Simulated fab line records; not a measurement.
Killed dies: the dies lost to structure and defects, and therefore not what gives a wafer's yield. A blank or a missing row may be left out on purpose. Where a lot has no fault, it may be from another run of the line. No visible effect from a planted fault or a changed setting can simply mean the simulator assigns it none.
The same fault as seen by 2 desks + flow sky130 + numbers are kept per desk, each desk with only its own; the story behind them comes last

AT THE TOOL OWNER'S DESK: lithoTrack-02
Per lot that ran on this tool, the mean of the sampled wafers carrying a number, from the tool's own readings at SKY_METAL1_SOFTBAKE_11 (time 90 s). A lot is out of limits, marked OUT, if its mean lies more than 4 standard deviations from the usual mean; the brackets give that distance.
Columns: A = heaterPowerTotalW at SKY_METAL1_SOFTBAKE_11, usual 57.36 W; B = plateTempC at SKY_METAL1_SOFTBAKE_11, usual 100.00 C
| lot  | first seen here | A                | B                |
|------|-----------------|------------------|------------------|
| L481 | day 33 08:00    | 57.50            | 99.94            |
| L482 | day 33 20:00    | 57.34            | 99.97            |
| L483 | day 34 10:00    | 57.42            | 100.03           |
| L485 | day 34 12:00    | 57.31            | 100.23           |
| L486 | day 35 19:00    | 57.26            | 100.26           |
| L488 | day 35 22:00    | 57.45            | 99.99            |
| L494 | day 37 15:00    | 58.42 (+8.9) OUT | 101.46 (+12) OUT |
| L498 | day 38 16:00    | 58.56 (+10) OUT  | 101.40 (+12) OUT |
Finding of this desk: L494, L498 out of limits; the first was L494 at day 37 15:00, on heaterPowerTotalW at SKY_METAL1_SOFTBAKE_11. L481, L482, L483, L485, L486, L488: within limits.

METROLOGY DESK
What the gauges read for every lot (on any tool): the sampled wafers with a number, averaged. A lot is out of limits, marked OUT, if its mean lies more than 4 standard deviations from the usual mean; the brackets give that distance.
Columns: A = CONTACT_BOW at SKY_CONTACT_BOW_MEAS_05, usual 82 um; B = cdNm at SKY_CONTACT_CD_MEAS_14, usual 170.1 nm
| lot  | first seen here | A  | B     |
|------|-----------------|----|-------|
| L481 | day 31 15:19    | 76 | 170.8 |
| L482 | day 32 02:38    | 82 | 170.4 |
| L483 | day 32 16:57    | 88 | 170.6 |
| L484 | day 32 17:16    | 82 | 169.9 |
| L485 | day 32 18:08    | 75 | 168.8 |
| L486 | day 34 03:07    | 86 | 170.5 |
| L488 | day 34 04:19    | 88 | 169.8 |
| L494 | day 35 22:11    | 82 | 171.7 |
| L498 | day 37 01:07    | 80 | 171.0 |
| L499 | day 37 12:47    | 78 | 170.5 |
| L500 | day 37 18:27    | 82 | 170.9 |
| L501 | day 37 19:12    | 81 | 170.6 |
This desk's verdict: no lot among the 12 shows anything out of limits.

PUT TOGETHER
An alarm could have come from the tool owner's desk at day 37 15:00, on L494, L498.
Metrology desk: nothing out of limits seen.
The metrology desk holds a record of L494, L498, inside its limits.
All the named lots went through SKY_METAL1_SOFTBAKE_11 on lithoTrack-02.

WHAT WAS PUT IN BY THE SIMULATOR
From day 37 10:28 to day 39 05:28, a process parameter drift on lithoTrack-02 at SKY_METAL1_SOFTBAKE_11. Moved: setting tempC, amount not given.
Shown lots that were struck: L494, L498.
Hours from the fault's start to each desk's first reading out of limits: the tool owner's desk, 5.
